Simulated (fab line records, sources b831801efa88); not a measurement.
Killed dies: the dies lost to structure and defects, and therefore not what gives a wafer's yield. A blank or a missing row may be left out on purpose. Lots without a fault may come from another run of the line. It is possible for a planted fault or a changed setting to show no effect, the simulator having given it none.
One fault through the eyes of 2 desks    flow gf180mcu    numbers are kept per desk, each desk with only its own; the story behind them comes last

== FOR THE TOOL OWNER'S DESK: wet-bench-04 ==
The tool's own readings at GF_V2_STRIP_19 (strips in post etch residue remover, time 1200 s): means of the sampled wafers that have a number, for each lot that ran on this tool. The brackets show how far a lot's mean lies from the usual mean; more than 4 standard deviations puts the lot out of limits, marked OUT.
Columns: A = bath-guard-temp-C at GF_V2_STRIP_19, usual 72.4 C
lot   first seen here  A
L639  day 20 22:37     72.5
L642  day 22 06:46     72.6
L644  day 22 21:31     72.7
L645  day 23 08:04     73.3
L652  day 25 11:07     73.3
L654  day 26 03:43     72.7
L655  day 26 14:40     72.6
Result from this desk: across the 7 lots, nothing is out of limits.

== THE METROLOGY DESK ==
Lot by lot, what the gauges showed, no matter which tool ran the lot: averages of those sampled wafers that carry a number. The brackets show how far a lot's mean lies from the usual mean; more than 4 standard deviations puts the lot out of limits, marked OUT.
Columns: A = TOP_METAL_ALCU_THK at GF_TOP_METAL_THK_MEAS_06, usual 903 nm; B = PASSIVATION_BOW at GF_PASSIVATION_BOW_MEAS_14, usual 136 um
lot   first seen here  A    B
L637  day 27 06:53     908  135
L638  day 27 12:26     910  134
L639  day 27 20:22     898  134
L642  day 28 22:02     903  129
L643  day 29 05:16     904  143
L644  day 29 10:36     882  145
L645  day 29 19:55     889  144
L650  day 31 07:22     913  145
L652  day 31 13:23     900  138
L654  day 32 03:18     906  140
L655  day 32 11:37     899  123
L657  day 32 19:21     906  136
L658  day 33 03:26     897  144
Result from this desk: across the 13 lots, nothing is out of limits.

== BROUGHT TOGETHER ==
Nothing out of limits was seen by the tool owner's desk.
At the metrology desk, nothing out of limits was observed.

== WHAT THE SIMULATOR HAD PUT IN ==
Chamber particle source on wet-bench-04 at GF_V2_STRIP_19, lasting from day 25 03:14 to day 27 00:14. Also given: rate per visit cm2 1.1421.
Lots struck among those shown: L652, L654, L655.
